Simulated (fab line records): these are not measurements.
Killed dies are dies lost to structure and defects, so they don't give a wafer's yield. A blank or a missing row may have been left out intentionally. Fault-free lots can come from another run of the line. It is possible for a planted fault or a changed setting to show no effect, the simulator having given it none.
fab line records    flow sky130
[record] lots = 14  wafers = 40  lastDay = 50
route steps=708 shown METAL1@446 PAD_OPEN@708
lots with no fault: from the same line, run without faults
startH: start of the lot's first displayed wafer, in hours after the record's first day    waitH: time in hours since the lot's previous step    " repeats the value in the row above    L1.1+2: one row covering several wafers at once    - either no value or no given start    * or withheld: withheld    < > ~ a bound
route shown NAME@n: names a module that has steps shown in the file, with the first one's number in the route    usual: mean/standard deviation of fault-free wafers    same: alike in all rows    chamber/n: place in a boat    sites: the reading at each site    _std_site: standard deviation of those values    _edge_site: outer sites' mean less inner sites'    radiusMm: for every site, how far away it sits from the centre of the wafer    mask NAME#n: copy n    behind: tool/chamber where the wafer was last shaped    hold: cause of the lot's hold/its duration in hours/its outcome    device: transistor that didn't switch, given as n, p or np    end of line: tests of these same wafers at the route's end    for a step that has no rows: nothing shown but its recipe    killed: dies that structure and defects cost at the first sort, which is not the same as the wafer's yield    map: dies across one wafer; x = killed, . = not, _ = none there
set.NAME: the setting the step ran with; set.NAME@STEP: the setting that earlier step ran with    model.NAME: the simulator's own value behind a step, which no gauge read
route steps across a sampled set of lots; one table per step, one row per wafer
services: when a tool's chamber went out of use (startH, in hours from the record's first day, below 0 if earlier), for how many hours, and the reason
[[steps]]
[step SKY_METAL1_EXPOSE_12]
[recipe] maskId = MM1  na = 0.8  sourceShape = annular  sigmaInner = 0.55  sigmaOuter = 0.85  targetCdNm = 140  doseMj = 28
[usual] stageVelMmS = 500.02/0.25
lot.wafer  tool           chamber  startH  waitH  mask   stageVelMmS
L118.3     krfScanner-01  0        768.66  -      MM1#0  500.15
L118.4     "              0        "       "      MM1#0  499.97
L118.6     "              0        "       "      MM1#0  500.17
L119.3     krfScanner-01  0        772.02  -      MM1#0  500.05
L119.4     "              0        "       "      MM1#0  500.25
L119.6     "              0        "       "      MM1#0  499.77
L121.1     krfScanner-02  0        775.91  -      MM1#0  500.18
L121.2     "              0        "       "      MM1#0  499.97
L121.3     "              0        "       "      MM1#0  499.92
L127.3     krfScanner-01  0        829.80  -      MM1#0  500.64
L127.5     "              0        "       "      MM1#0  500.06
L128.4     krfScanner-01  0        841.05  -      MM1#0  499.85
L128.5     "              0        "       "      MM1#0  500.44
L132.2     krfScanner-02  0        863.55  -      MM1#0  500.25
L132.3     "              0        "       "      MM1#0  499.90
L132.4     "              0        "       "      MM1#0  500.19
L133.1     krfScanner-02  0        877.84  -      MM1#0  500.09
L133.3     "              0        "       "      MM1#0  500.23
L133.6     "              0        "       "      MM1#0  500.30
L135.2     krfScanner-02  0        884.46  -      MM1#0  500.28
L135.3     "              0        "       "      MM1#0  500.31
L135.6     "              0        "       "      MM1#0  500.19
L136.1     krfScanner-02  0        888.66  -      MM1#0  499.79
L136.5     "              0        "       "      MM1#0  499.78
L136.6     "              0        "       "      MM1#0  499.44
L137.2     krfScanner-02  0        895.28  -      MM1#0  499.82
L137.5     "              0        "       "      MM1#0  499.83
L137.6     "              0        "       "      MM1#0  499.77
L138.2     krfScanner-02  0        902.26  -      MM1#0  500.06
L138.4     "              0        "       "      MM1#0  500.20
L138.6     "              0        "       "      MM1#0  500.05
L139.2     krfScanner-02  0        909.13  -      MM1#0  499.74
L139.4     "              0        "       "      MM1#0  499.77
L139.5     "              0        "       "      MM1#0  500.13
L141.1     krfScanner-01  0        914.36  -      MM1#0  499.57
L141.4     "              0        "       "      MM1#0  500.02
L141.5     "              0        "       "      MM1#0  499.91
L140.1     krfScanner-01  0        916.36  -      MM1#0  500.31
L140.2     "              0        "       "      MM1#0  500.02
L140.4     "              0        "       "      MM1#0  500.27
[step SKY_METAL1_CD_MEAS_15]
[recipe] targetCdNm = 140
[usual] cdNm = 139.2/1.7
lot.wafer  tool      chamber  startH  waitH  hold                     cdNm
L118.3     cdSem-02  -        781.13  -      -                        137.7
L118.4     "         -        "       "      -                        137.2
L118.6     "         -        "       "      -                        139.0
L119.3     cdSem-01  -        785.14  -      -                        142.3
L119.4     "         -        "       "      -                        142.1
L119.6     "         -        "       "      -                        142.0
L121.1     cdSem-02  -        789.11  -      -                        140.3
L121.2     "         -        "       "      -                        138.6
L121.3     "         -        "       "      -                        139.9
L127.3     cdSem-01  -        842.35  -      awaitDispo/0.2h/release  140.9
L127.5     "         -        "       "      awaitDispo/0.2h/release  91.5
L127.3     cdSem-01  -        842.64  0.3    -                        141.4
L127.5     "         -        "       "      -                        91.7
L128.4     cdSem-02  -        853.97  -      awaitDispo/0.2h/release  138.1
L128.5     "         -        "       "      awaitDispo/0.2h/release  84.8
L128.4     cdSem-02  -        854.26  0.3    -                        138.2
L128.5     "         -        "       "      -                        84.6
L132.2     cdSem-02  -        876.73  -      -                        141.5
L132.3     "         -        "       "      -                        141.3
L132.4     "         -        "       "      -                        141.3
L133.1     cdSem-02  -        889.66  -      -                        138.4
L133.3     "         -        "       "      -                        139.4
L133.6     "         -        "       "      -                        139.8
L135.2     cdSem-01  -        896.67  -      -                        140.4
L135.3     "         -        "       "      -                        139.7
L135.6     "         -        "       "      -                        139.2
L136.1     cdSem-01  -        900.31  -      -                        136.7
L136.5     "         -        "       "      -                        138.3
L136.6     "         -        "       "      -                        136.4
L137.2     cdSem-01  -        908.23  -      -                        141.0
L137.5     "         -        "       "      -                        139.9
L137.6     "         -        "       "      -                        140.3
L138.2     cdSem-01  -        914.68  -      -                        140.9
L138.4     "         -        "       "      -                        139.5
L138.6     "         -        "       "      -                        139.5
L139.2     cdSem-02  -        920.52  -      -                        139.8
L139.4     "         -        "       "      -                        139.1
L139.5     "         -        "       "      -                        140.3
L141.1     cdSem-02  -        926.09  -      -                        139.2
L141.4     "         -        "       "      -                        138.5
L141.5     "         -        "       "      -                        138.1
L140.1     cdSem-01  -        928.06  -      -                        137.9
L140.2     "         -        "       "      -                        139.0
L140.4     "         -        "       "      -                        136.9
[step SKY_PAD_OPEN_PROBE_99]
[usual] defectLimitedYield = 82.3/2  killed_at_M0_to_M3 = 43/7.3  killed_at_M4_up = 3.1/1.7  killedAtContacts = 25/5.3  killedAtFrontEnd = 15/4.3  killedAtOther = 0.2/0.54  killedDies = 87/10  killedOnRim = 17/3.9  killedOpen = 48/7.6  killedShort = 38/6.1  sort_bin_3_pad_short = 0.9/0.42  sort_bin_5_function = 10.5/1.5  sort_bin_6_memory = 6.3/1.2  sortNPass = 405/10  sortYieldPct = 82.3/2
[same] grossDies = 492  killedAtBackSide = 0  sort_bin_4_leakage[%] = 0  sort_bin_8_speed[%] = 0
lot.wafer  tool       chamber  startH   waitH  defectLimitedYield[%]  killed_at_M0_to_M3  killed_at_M4_up  killedAtContacts  killedAtFrontEnd  killedAtOther  killedDies  killedOnRim  killedOpen  killedShort  sort_bin_3_pad_short[%]  sort_bin_5_function[%]  sort_bin_6_memory[%]  sortNPass  sortYieldPct[%]
L119.3     prober-01  -        1089.97  0.2    78.9                   55                  2                27                20                0              104         23           66          38           1.2                      11.8                    8.1                   388        78.9
L119.4     prober-01  -        1090.02  0.2    81.1                   49                  2                24                18                0              93          24           55          38           0.6                      11.2                    7.1                   399        81.1
L119.6     prober-01  -        1090.12  0.2    81.7                   52                  4                23                10                1              90          18           45          45           0.8                      12.0                    5.5                   402        81.7
L127.3     prober-01  -        1135.65  0.2    79.9                   47                  6                27                19                0              99          14           61          38           0.6                      13.4                    6.1                   393        79.9
L127.5     prober-01  -        1135.75  0.2    0                      440                 4                32                16                0              492         96           64          43           1.2                      90.0                    8.7                   0          0
L128.4     prober-01  -        1145.68  0.2    84.6                   32                  2                22                18                2              76          22           46          30           0.6                      10.0                    4.9                   416        84.6
L128.5     prober-01  -        1145.73  0.2    0                      440                 3                27                22                0              492         96           57          38           1.0                      94.3                    4.7                   0          0
L132.2     prober-02  -        1159.78  0.1    81.9                   39                  2                31                17                0              89          23           44          45           1.8                      11.4                    4.9                   403        81.9
L132.3     prober-02  -        1159.83  0.2    79.5                   53                  2                27                17                2              101         21           56          43           0.2                      11.4                    8.9                   391        79.5
L132.4     prober-02  -        1159.88  0.2    81.3                   53                  3                25                11                0              92          18           53          39           1.4                      11.8                    5.5                   400        81.3
L133.1     prober-02  -        1171.67  0.1    79.9                   46                  2                34                17                0              99          20           48          51           1.0                      12.8                    6.3                   393        79.9
L133.3     prober-02  -        1171.77  0.2    84.3                   41                  3                16                17                0              77          14           48          29           0.6                      8.9                     6.1                   415        84.3
L133.6     prober-02  -        1171.92  0.2    80.3                   43                  6                28                20                0              97          15           48          49           1.0                      12.2                    6.5                   395        80.3
L135.2     prober-01  -        1176.18  0.1    82.9                   41                  2                22                19                0              84          18           47          37           1.2                      10.0                    5.9                   408        82.9
L135.3     prober-01  -        1176.23  0.2    79.9                   53                  4                26                16                0              99          20           48          50           0.8                      12.4                    6.9                   393        79.9
L135.6     prober-01  -        1176.38  0.2    86.8                   31                  4                18                12                0              65          13           29          35           0.4                      7.5                     5.3                   427        86.8
L136.1     prober-02  -        1177.63  0.1    77.0                   60                  2                36                15                0              113         22           69          43           0.8                      13.0                    9.1                   379        77.0
L136.5     prober-02  -        1177.83  0.2    85.8                   36                  2                18                14                0              70          16           36          32           1.2                      8.1                     4.9                   422        85.8
L136.6     prober-02  -        1177.88  0.2    81.7                   35                  7                28                20                0              90          18           63          27           0.6                      12.2                    5.5                   402        81.7
L137.2     prober-01  -        1183.04  0.1    84.1                   44                  3                21                9                 1              78          16           46          32           1.6                      8.9                     5.3                   414        84.1
L137.5     prober-01  -        1183.19  0.2    84.3                   40                  2                19                15                1              77          21           42          34           0.2                      9.3                     6.1                   415        84.3
L137.6     prober-01  -        1183.24  0.2    82.1                   48                  1                23                14                2              88          20           46          41           2.0                      8.3                     7.5                   404        82.1
L138.2     prober-02  -        1187.18  0.1    81.9                   49                  2                22                15                1              89          16           52          37           0.6                      10.2                    7.3                   403        81.9
L138.4     prober-02  -        1187.28  0.2    80.7                   50                  2                28                15                0              95          19           52          42           0.6                      11.4                    7.3                   397        80.7
L138.6     prober-02  -        1187.38  0.2    86.8                   38                  2                16                9                 0              65          8            35          30           0.2                      7.7                     5.3                   427        86.8
L139.2     prober-01  -        1192.96  0.1    78.5                   45                  3                34                24                0              106         22           65          38           0.4                      12.2                    8.9                   386        78.5
L139.4     prober-01  -        1193.06  0.2    81.1                   43                  3                30                16                1              93          20           53          40           0.6                      10.2                    8.1                   399        81.1
L139.5     prober-01  -        1193.11  0.2    80.7                   50                  7                27                11                0              95          16           48          45           0.4                      11.0                    7.9                   397        80.7
L140.1     prober-01  -        1196.28  0.1    83.7                   44                  2                26                8                 0              80          10           41          39           0.6                      10.2                    5.5                   412        83.7
L140.2     prober-01  -        1196.33  0.1    83.5                   38                  1                24                18                0              81          21           47          34           0.2                      11.0                    5.3                   411        83.5
L140.4     prober-01  -        1196.43  0.2    84.8                   38                  4                16                16                1              75          13           36          39           0.4                      8.7                     6.1                   417        84.8
// killed by level:class
L119.3 VIA2:geometricParticle:open=15 VIA1:geometricParticle:open=15 CONTACT:geometricParticle:open=12 LI_CONTACT:geometricParticle:open=7 FIELD_ISO:geometricParticle:short=5 VIA3:geometricParticle:open=5 POLY_GATE:geometricParticle:short=4 METAL1:geometricParticle:short=4
L119.4 VIA1:geometricParticle:open=16 CONTACT:geometricParticle:open=13 VIA2:geometricParticle:short=7 LI_CONTACT:geometricParticle:open=6 VIA2:geometricParticle:open=6 VIA3:geometricParticle:open=6 POLY_GATE:geometricParticle:short=5 VIA1:geometricParticle:short=5
L119.6 VIA3:geometricParticle:open=9 VIA1:geometricParticle:open=8 METAL1:geometricParticle:short=7 POLY_GATE:geometricParticle:open=7 LOCAL_INTERCONNECT:geometricParticle:short=7 VIA2:geometricParticle:open=7 VIA1:geometricParticle:short=5 LI_CONTACT:geometricParticle:open=5
L127.3 CONTACT:geometricParticle:open=13 VIA1:geometricParticle:open=12 VIA2:geometricParticle:open=11 VIA3:geometricParticle:open=6 POLY_GATE:geometricParticle:short=5 POLY_GATE:geometricParticle:open=4 VIA3:geometricParticle:short=4 LI_CONTACT:geometricParticle:open=4
L127.5 METAL1:areaExpose=385 CONTACT:geometricParticle:open=15 VIA1:geometricParticle:open=13 VIA3:geometricParticle:open=11 VIA2:geometricParticle:open=7 LI_CONTACT:geometricParticle:open=6 VIA1:geometricParticle:short=6 METAL2:geometricParticle:short=5
L128.4 CONTACT:geometricParticle:open=9 VIA1:geometricParticle:open=7 VIA3:geometricParticle:open=6 POLY_GATE:geometricParticle:short=5 LI_CONTACT:geometricParticle:open=5 FIELD_ISO:geometricParticle:open=4 METAL1:geometricParticle:short=4 POLY_GATE:geometricParticle:open=3
L128.5 METAL1:areaExpose=397 CONTACT:geometricParticle:open=14 VIA1:geometricParticle:open=10 VIA3:geometricParticle:open=10 VIA2:geometricParticle:open=6 FIELD_ISO:geometricParticle:open=5 POLY_GATE:geometricParticle:short=5 FIELD_ISO:geometricParticle:short=4
L132.2 LI_CONTACT:geometricParticle:open=8 CONTACT:geometricParticle:short=8 CONTACT:geometricParticle:open=7 VIA3:geometricParticle:open=7 VIA2:geometricParticle:open=6 LOCAL_INTERCONNECT:geometricParticle:short=6 METAL1:geometricParticle:short=5 VIA1:geometricParticle:open=5
L132.3 CONTACT:geometricParticle:open=9 METAL1:geometricParticle:short=9 LI_CONTACT:geometricParticle:open=8 VIA2:geometricParticle:open=8 FIELD_ISO:geometricParticle:open=6 VIA1:geometricParticle:short=6 VIA2:geometricParticle:short=6 VIA3:geometricParticle:open=6
L132.4 VIA1:geometricParticle:open=17 VIA2:geometricParticle:open=8 CONTACT:geometricParticle:open=8 VIA1:geometricParticle:short=8 CONTACT:geometricParticle:short=6 SPACER:geometricParticle:open=4 VIA3:geometricParticle:open=4 VIA3:geometricParticle:short=4
L133.1 CONTACT:geometricParticle:open=15 VIA1:geometricParticle:open=10 CONTACT:geometricParticle:short=9 METAL2:geometricParticle:short=7 FIELD_ISO:geometricParticle:short=5 METAL1:geometricParticle:short=5 FIELD_ISO:geometricParticle:open=4 LI_CONTACT:geometricParticle:open=4
L133.3 VIA2:geometricParticle:open=9 LI_CONTACT:geometricParticle:open=7 VIA1:geometricParticle:open=7 METAL1:geometricParticle:short=6 FIELD_ISO:geometricParticle:open=5 METAL2:geometricParticle:short=5 POLY_GATE:geometricParticle:open=5 CONTACT:geometricParticle:open=5
L133.6 VIA1:geometricParticle:open=11 LI_CONTACT:geometricParticle:open=9 CONTACT:geometricParticle:open=8 LOCAL_INTERCONNECT:geometricParticle:short=7 METAL1:geometricParticle:short=6 METAL2:geometricParticle:short=6 VIA1:geometricParticle:short=6 VIA2:geometricParticle:open=6
L135.2 CONTACT:geometricParticle:open=10 VIA1:geometricParticle:open=10 POLY_GATE:geometricParticle:short=5 POLY_GATE:geometricParticle:open=5 LOCAL_INTERCONNECT:geometricParticle:short=5 METAL1:geometricParticle:short=5 VIA1:geometricParticle:short=5 VIA2:geometricParticle:open=5
L135.3 LI_CONTACT:geometricParticle:open=9 VIA1:geometricParticle:open=8 METAL1:geometricParticle:short=8 VIA3:geometricParticle:open=8 CONTACT:geometricParticle:open=7 METAL2:geometricParticle:short=7 VIA2:geometricParticle:open=6 METAL3:geometricParticle:short=5
L135.6 VIA2:geometricParticle:open=7 VIA1:geometricParticle:open=7 LOCAL_INTERCONNECT:geometricParticle:short=5 METAL2:geometricParticle:short=5 LI_CONTACT:geometricParticle:open=4 CONTACT:geometricParticle:open=4 METAL1:geometricParticle:short=4 METAL4:geometricParticle:short=4
L136.1 VIA1:geometricParticle:open=20 CONTACT:geometricParticle:open=13 VIA2:geometricParticle:open=10 LI_CONTACT:geometricParticle:open=9 CONTACT:geometricParticle:short=7 VIA3:geometricParticle:open=7 POLY_GATE:geometricParticle:open=5 METAL2:geometricParticle:short=5
L136.5 VIA1:geometricParticle:open=8 LI_CONTACT:geometricParticle:open=7 CONTACT:geometricParticle:open=7 POLY_GATE:geometricParticle:short=5 VIA3:geometricParticle:open=5 FIELD_ISO:geometricParticle:open=4 METAL1:geometricParticle:short=4 METAL2:geometricParticle:short=4
L136.6 CONTACT:geometricParticle:open=17 VIA1:geometricParticle:open=14 VIA2:geometricParticle:open=7 LI_CONTACT:geometricParticle:open=6 POLY_GATE:geometricParticle:open=6 FIELD_ISO:geometricParticle:short=5 METAL4:geometricParticle:short=5 METAL3:geometricParticle:short=4
L137.2 VIA1:geometricParticle:open=11 LI_CONTACT:geometricParticle:open=8 VIA3:geometricParticle:open=7 CONTACT:geometricParticle:open=6 METAL1:geometricParticle:short=6 LOCAL_INTERCONNECT:geometricParticle:short=5 VIA1:geometricParticle:short=5 METAL2:geometricParticle:short=5
L137.5 VIA1:geometricParticle:open=10 VIA2:geometricParticle:open=8 CONTACT:geometricParticle:open=7 FIELD_ISO:geometricParticle:open=6 VIA1:geometricParticle:short=5 FIELD_ISO:geometricParticle:short=4 LI_CONTACT:geometricParticle:open=4 LOCAL_INTERCONNECT:geometricParticle:short=4
L137.6 CONTACT:geometricParticle:open=10 VIA1:geometricParticle:open=9 METAL2:geometricParticle:short=8 LI_CONTACT:geometricParticle:open=6 VIA2:geometricParticle:short=5 VIA2:geometricParticle:open=5 VIA3:geometricParticle:short=5 VIA3:geometricParticle:open=5
L138.2 METAL2:geometricParticle:short=9 FIELD_ISO:geometricParticle:open=8 CONTACT:geometricParticle:open=8 VIA3:geometricParticle:open=8 VIA2:geometricParticle:open=7 VIA1:geometricParticle:open=7 LI_CONTACT:geometricParticle:open=5 FIELD_ISO:geometricParticle:short=4
L138.4 CONTACT:geometricParticle:open=11 VIA1:geometricParticle:open=9 LI_CONTACT:geometricParticle:open=8 VIA2:geometricParticle:open=7 VIA1:geometricParticle:short=6 METAL2:geometricParticle:short=6 FIELD_ISO:geometricParticle:open=5 FIELD_ISO:geometricParticle:short=5
L138.6 VIA1:geometricParticle:open=8 LI_CONTACT:geometricParticle:open=6 LI_CONTACT:geometricParticle:short=5 METAL1:geometricParticle:short=5 VIA2:geometricParticle:open=5 VIA3:geometricParticle:open=5 METAL2:geometricParticle:short=4 VIA1:geometricParticle:short=3
L139.2 CONTACT:geometricParticle:open=14 VIA1:geometricParticle:open=13 CONTACT:geometricParticle:short=9 LI_CONTACT:geometricParticle:open=7 VIA2:geometricParticle:open=7 SPACER:geometricParticle:open=5 VIA3:geometricParticle:short=5 FIELD_ISO:geometricParticle:short=4
L139.4 CONTACT:geometricParticle:open=11 VIA2:geometricParticle:open=11 LI_CONTACT:geometricParticle:open=9 VIA1:geometricParticle:open=7 FIELD_ISO:geometricParticle:short=5 METAL1:geometricParticle:short=5 METAL3:geometricParticle:short=5 FIELD_ISO:geometricParticle:open=4
L139.5 VIA1:geometricParticle:open=14 CONTACT:geometricParticle:short=10 CONTACT:geometricParticle:open=9 METAL2:geometricParticle:short=8 LI_CONTACT:geometricParticle:open=6 VIA2:geometricParticle:open=6 METAL1:geometricParticle:short=5 METAL3:geometricParticle:short=5
L140.1 CONTACT:geometricParticle:open=10 VIA3:geometricParticle:open=8 METAL1:geometricParticle:short=6 METAL2:geometricParticle:short=6 LOCAL_INTERCONNECT:geometricParticle:short=5 VIA1:geometricParticle:short=4 LI_CONTACT:geometricParticle:open=4 VIA1:geometricParticle:open=4
L140.2 POLY_GATE:geometricParticle:open=8 VIA1:geometricParticle:open=8 VIA2:geometricParticle:open=8 LI_CONTACT:geometricParticle:open=7 VIA3:geometricParticle:open=7 VIA1:geometricParticle:short=6 FIELD_ISO:geometricParticle:short=5 LI_CONTACT:geometricParticle:short=4
L140.4 VIA1:geometricParticle:open=9 CONTACT:geometricParticle:open=6 METAL1:geometricParticle:short=6 POLY_GATE:geometricParticle:short=5 POLY_GATE:geometricParticle:open=4 LI_CONTACT:geometricParticle:open=4 VIA3:geometricParticle:short=4 VIA2:geometricParticle:open=4
[[services]]
tool           chamber  startH  hours  kind
krfScanner-02  -        807.08  4.4    pm
krfScanner-02  -        825.51  1.3    pm
krfScanner-02  -        828.55  4.0    pm
krfScanner-01  -        834.85  1.3    pm
krfScanner-02  -        842.01  1.4    repair
krfScanner-01  0        845.22  -      calibration
krfScanner-02  -        855.27  0.8    pm
krfScanner-01  -        868.41  0.8    pm
krfScanner-02  0        886.98  -      calibration
krfScanner-02  -        893.52  1.0    pm
krfScanner-01  -        908.79  1.0    pm
[[key]]
[firstSign] step = SKY_METAL1_CD_MEAS_15  reading = visit  direction = added
[effect] step = SKY_METAL1_CD_MEAS_15  reading = cdNm  direction = down  sigmas = 29  usual = 139.2  struck = 88.2
[effect] step = SKY_PAD_OPEN_PROBE_99  reading = sort_bin_5_function  direction = up  sigmas = 55  usual = 10.5  struck = 92.2
[moreKillsBornAt] SKY_METAL1_EXPOSE_12@krfScanner-01 = 782
metAt SKY_METAL1_EXPOSE_12
struckLots L127,L128
struckWafers L127.5,L128.5
laterRowsLeftOut L127.5,L128.5
onsetBetween 772.02 829.80
[fault] kind = processParameterDrift  tool = krfScanner-01  chamber = -  onsetH = 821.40  steps = SKY_METAL1_EXPOSE_12  channel = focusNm  offset = 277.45  shape = step  endH = 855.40  scope = struckWafersOnly
// laterRowsLeftOut: the simulator's readings of these wafers behind a module that went badly wrong aren't trusted and aren't shown, but for the sort
